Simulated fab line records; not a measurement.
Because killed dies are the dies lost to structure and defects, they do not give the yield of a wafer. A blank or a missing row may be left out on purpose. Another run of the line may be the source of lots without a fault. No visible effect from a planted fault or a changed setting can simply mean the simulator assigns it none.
Chamber matching -- flow gf180mcu -- GF_V1_ETCH_17 on rie-diel-04: 4 sister chambers
The step etches SiO2 in C4F8/O2/Ar, stops on TiN, target depth 630 nm. 16 wafers are shown with their chamber, then 8 later ones without.

## WAFERS PAIRED WITH THEIR CHAMBERS
wafer,chamber,oes-product-au (a.u.)
L160.1,1,0.857
L160.3,2,0.858
L160.4,2,0.848
L163.3,0,0.860
L163.4,2,0.857
L163.6,1,0.859
L168.1,3,0.850
L168.3,0,0.853
L168.6,1,0.851
L170.4,1,0.859
L170.5,1,0.856
L170.6,0,0.861
L173.2,1,0.857
L173.3,2,0.852
L173.6,1,0.856
L177.3,2,0.862

SIGNATURES (averages over the wafers above)
reading,chamber 0,chamber 1,chamber 2,chamber 3,scatter within a chamber
oes-product-au,0.85800,0.85643,0.85540,0.85000,0.00409
Rule: distance of a wafer from a chamber = root of the sum over the readings of ((wafer's reading minus chamber's mean) / reading's scatter) squared. If the next closest chamber is less than 2 further off than the closest, the wafer can't be placed; otherwise it belongs to the closest. The scatter is the square root of a quotient: the sum, over the shown wafers, of each reading's squared deviation from its chamber's mean, divided by wafers minus chambers.

## WAFERS MISSING THEIR CHAMBER
wafer,oes-product-au (a.u.)
L177.5,0.856
L177.6,0.848
L181.1,0.862
L181.4,0.850
L181.5,0.859
L182.3,0.855
L182.4,0.859
L182.6,0.853

## WHICH CHAMBER EACH WENT THROUGH
wafer,from the rows above,in truth
L177.5,can't be placed: 1 or 2 or 0 or 3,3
L177.6,can't be placed: 3 or 2 or 1 or 0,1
L181.1,can't be placed: 0 or 1 or 2 or 3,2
L181.4,can't be placed: 3 or 2 or 1 or 0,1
L181.5,can't be placed: 0 or 1 or 2 or 3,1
L182.3,can't be placed: 2 or 1 or 0 or 3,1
L182.4,can't be placed: 0 or 1 or 2 or 3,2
L182.6,can't be placed: 2 or 3 or 1 or 0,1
Placed correctly: 0 of 8. Unplaceable from these rows: 8, with the true chamber sitting among the candidates in 8. Number placed wrongly: 0.
